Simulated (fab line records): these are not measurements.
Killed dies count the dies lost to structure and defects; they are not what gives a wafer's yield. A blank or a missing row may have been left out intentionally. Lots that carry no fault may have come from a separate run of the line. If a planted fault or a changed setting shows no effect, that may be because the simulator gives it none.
8D (eight disciplines) problem report, filled in by code	flow gf180mcu	the parts of the form that need people (team, actions taken, sign-off) are left out

## 1. WHAT WENT WRONG
Mean of developer_temp_C at GF_VT_IMPLANT_DEVELOP_39: 22.04 C across 6 wafers in 2 lots; on wafers with no fault it is 23.01 C (standard deviation 0.12). That puts it -8.1 standard deviations away from the usual mean.
The step: develop time 60 s.
First seen on wafer L167.1, day 9 02:09, on litho_track-03. The record holds 39 wafers of 13 lots with a number at this step. Rule for "out", or "out of limits": more than 4 standard deviations from the usual mean. All remaining wafers that have a number are taken as sound.

## 2. WHAT IT IS, WHAT IT ISN'T
question	is	is not
which readings at this step	developer_temp_C	-
which lots	L167, L173	L163, L164, L165, L168, L174, L175, L179, L183, L184, L185, L186
which wafers of those lots	all that have a number	-
read on which tools	litho_track-03	litho_track-01, litho_track-02
when	from day 9 02:09	up to then (12 sound wafers); but 21 sound wafers of L174, L175, L179, L183, L184, L185, L186 came after

## 3. THE SUSPECTS, EACH WITH WHAT RULES IT OUT
Counting: any tool at a process step up to the reading is kept as a suspect provided that every lot that is out went through it and no sound lot did after the first of them.
- litho_track-03 at GF_VT_IMPLANT_DEVELOP_39 (develop time 60 s): ruled out as a lasting fault. The sound lots L183, L185, L186 went through it after L167, its earliest lot that is out (day 9 02:09).
Left after counting: nothing in the record.

## 4. THE CAUSE (what the simulator had put in)
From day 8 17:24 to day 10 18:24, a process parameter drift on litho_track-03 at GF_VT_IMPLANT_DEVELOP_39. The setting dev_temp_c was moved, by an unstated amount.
Counting ruled it out, wrongly.

## 5. THE EFFECT CHAIN, in route order
Each row: a reading whose mean over the struck wafers that have a number lies more than 3 standard deviations from the usual. Only readings for which the record gives a usual standard deviation are gone through. hours: the time from each lot's start at the first step in this table that gives one to its start at this step, as a median over the lots. sigmas: the change in usual standard deviations.
hours	step	reading	usual	on struck wafers	change	sigmas
0	GF_VT_IMPLANT_DEVELOP_39	developer_temp_C	23.01 C	22.04	-0.97	-8.1
Here are the process steps it includes:
- GF_VT_IMPLANT_DEVELOP_39: develop time 60 s.
At these later measuring or inspecting steps, every struck wafer for which the step has a row has a number for every such reading, and none has moved that far: GF_VT_IMPLANT_OVL_MEAS_40.

## 6. WHAT WOULD HAVE CAUGHT IT SOONER
First out-of-limits reading in this record: day 9 02:09, which is 9 hours after fault onset at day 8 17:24.
